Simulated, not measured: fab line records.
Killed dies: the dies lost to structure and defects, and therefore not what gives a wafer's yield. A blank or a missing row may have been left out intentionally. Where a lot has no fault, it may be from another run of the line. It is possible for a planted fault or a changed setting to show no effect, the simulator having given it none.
Comparing a struck lot with a sound one ; flow sky130 ; 22 out of 708 route steps
Sound: these wafers, L675.3, L675.4, L675.6. Wafers L681.1, L681.3, L681.4 were the ones struck. Last of all comes the cause.
Each step with rows lists, per side, the tool, then ch with its chambers, then its first start. Under that, the readings that differ: sound wafers ; struck wafers ; difference of the means ; sigmas: that difference in standard deviations of wafers without a fault.
alike: words and numbers the same on both sides, and readings whose means are apart by under 2 such deviations; not compared: readings that were withheld, readings missing a value for some wafer, numbers with overlapping values and no deviation given by the record, and bounds like >300 which may hide the same value.
A row with sigmas, a row that says differs or no value, or rows on one side alone: a step with any of these is where the two part. Numbers that don't overlap but have no deviation are shown without sigmas and don't part them. Lack of a reading on every wafer of one side parts them only where that side has two or more wafers.

first, 6 steps without rows for these wafers: SKY_LDD_HVN_HMDS_01 (prime time 60 s); SKY_LDD_HVN_COAT_02 (resist thk 300 nm); SKY_LDD_HVN_SOFTBAKE_03 (time 60 s); SKY_LDD_HVN_EXPOSE_04 (exposes mask HVNTM, target cd 700 nm); SKY_LDD_HVN_PEB_05; SKY_LDD_HVN_DEVELOP_06 (develop time 60 s).
SKY_LDD_HVN_OVL_MEAS_07:
  sound on overlay-01 at day 24 08:35; struck on overlay-01 at day 26 08:11
  alike: LDD_HVN_OVL
after that, 1 step had no rows for these wafers: SKY_LDD_HVN_IMPLANT_08.
SKY_LDD_HVN_STRIP_09: strips in O2/N2.
  sound on plasmaAsher-02 ch 0,1, day 24 08:47; struck on plasmaAsher-04 ch 0,1, day 26 08:22
  alike: drypumpMotorCurrentA, oesProductAu, stripTimeToEndpointS
  not compared: rfHoursCounterH
SKY_LDD_HVN_TW_MEAS_10:
  sound on filmMetro-04 at day 24 08:53; struck on filmMetro-04 at day 26 08:28
  alike: LDD_HVN_TW
then, 2 steps without rows for these wafers: SKY_LDD_HVP_DEHYDRATE_00 (time 60 s); SKY_LDD_HVP_HMDS_01 (prime time 60 s).
SKY_LDD_HVP_COAT_02: resist thk 300 nm.
  sound on lithoTrack-01 ch 0, day 24 23:14; struck on lithoTrack-03 ch 0, day 26 22:38
reading;sound;struck;difference;sigmas
model.NOVOLAK_of_LDD_HVP_COAT_02.thkNm (nm);301.2 301.9 300.8;324.1 323.2 324.1;+22.5;
then, 3 steps without rows for these wafers: SKY_LDD_HVP_SOFTBAKE_03 (time 60 s); SKY_LDD_HVP_EXPOSE_04 (exposes mask HVPTM, target cd 700 nm); SKY_LDD_HVP_PEB_05.
SKY_LDD_HVP_DEVELOP_06: develop time 60 s.
  sound on lithoTrack-03 ch 0, day 25 14:41; struck on lithoTrack-01 ch 0, day 27 12:32
reading;sound;struck;difference;sigmas
model.NOVOLAK_of_LDD_HVP_COAT_02.thkNm (nm);300.8 301.5 300.4;323.7 322.8 323.7;+22.5;
SKY_LDD_HVP_OVL_MEAS_07:
  sound on overlay-01 at day 25 14:47; struck on overlay-02 at day 27 12:41
  alike: LDD_HVP_OVL
after that, 1 step had no rows for these wafers: SKY_LDD_HVP_IMPLANT_08.
SKY_LDD_HVP_STRIP_09: strips in O2/N2.
  sound on plasmaAsher-02 ch 0,1, day 25 15:00; struck on plasmaAsher-03 ch 0,1, day 27 12:52
reading;sound;struck;difference;sigmas
oesProductAu (a.u.);0.408 0.413 0.405;0.419 0.420 0.416;+0.010;+2
stripTimeToEndpointS (s);4.141 4.159 4.161;4.455 4.436 4.454;+0.295;+18
  alike: drypumpMotorCurrentA
  not compared: rfHoursCounterH
SKY_LDD_HVP_TW_MEAS_10:
  sound on filmMetro-02 at day 25 15:05; struck on filmMetro-02 at day 27 12:58
  alike: LDD_HVP_TW
after that, 1 step had no rows for these wafers: SKY_PAD_OPEN_PROBE_99.

WHERE THEY PART
Within this record, at SKY_LDD_HVP_STRIP_09 only. Later steps at which nothing parts them and some readings are alike: SKY_LDD_HVP_TW_MEAS_10.

WHY: what had been put in by the simulator
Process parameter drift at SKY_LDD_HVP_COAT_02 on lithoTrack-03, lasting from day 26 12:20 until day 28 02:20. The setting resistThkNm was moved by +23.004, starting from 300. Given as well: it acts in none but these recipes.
